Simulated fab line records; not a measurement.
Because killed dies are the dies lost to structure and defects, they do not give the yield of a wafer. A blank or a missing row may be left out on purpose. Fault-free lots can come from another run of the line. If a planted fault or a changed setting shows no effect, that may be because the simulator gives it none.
Chamber matching + flow gf180mcu + GF_V3_ETCH_16 on rie-diel-01 has 4 sister chambers
The step etches BARC in N2/H2. 8 wafers are shown with their chamber, then 7 later ones without.

== WAFERS PAIRED WITH THEIR CHAMBERS ==
| wafer  | chamber | drypump-motor-current-A (A) | oes-product-au (a.u.) |
|--------|---------|-----------------------------|-----------------------|
| L810.1 | 0       | 5.7                         | 0.855                 |
| L811.4 | 3       | 6.0                         | 0.859                 |
| L811.6 | 1       | 6.2                         | 0.850                 |
| L813.6 | 1       | 6.2                         | 0.855                 |
| L816.4 | 3       | 6.0                         | 0.861                 |
| L816.6 | 0       | 5.7                         | 0.860                 |
| L817.1 | 2       | 6.1                         | 0.855                 |
| L817.5 | 2       | 6.2                         | 0.859                 |

== WAFERS WITH NO CHAMBER GIVEN ==
| wafer  | drypump-motor-current-A (A) | oes-product-au (a.u.) |
|--------|-----------------------------|-----------------------|
| L817.6 | 6.0                         | 0.855                 |
| L826.2 | 6.2                         | 0.862                 |
| L826.3 | 5.7                         | 0.854                 |
| L826.4 | 6.0                         | 0.857                 |
| L827.3 | 6.2                         | 0.846                 |
| L827.4 | 6.2                         | 0.850                 |
| L827.5 | 6.0                         | 0.859                 |

== WHICH CHAMBER EACH WENT THROUGH ==
| wafer  | from the rows above     | in truth |
|--------|-------------------------|----------|
| L817.6 | 3                       | 3        |
| L826.2 | can't be placed: 2 or 1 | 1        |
| L826.3 | 0                       | 0        |
| L826.4 | 3                       | 3        |
| L827.3 | can't be placed: 1 or 2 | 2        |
| L827.4 | can't be placed: 1 or 2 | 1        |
| L827.5 | 3                       | 3        |
4 of 7 placed correctly. From these rows, 3 cannot be placed; in 3 the true chamber is one of the candidates. 0 placed wrongly.
How it was worked out, from the rows above alone: a wafer's distance from a chamber is the root of the sum, over the readings, of the square of ((its reading less the chamber's mean) divided by the reading's scatter). The wafer belongs to the nearest chamber; if the next one is less than 2 further off, it can't be placed. For every chamber, the mean is computed from those of its wafers that are shown. The scatter: the root of (the sum of the squares of (reading less its chamber's mean) over the shown wafers, divided by (wafers less chambers)).
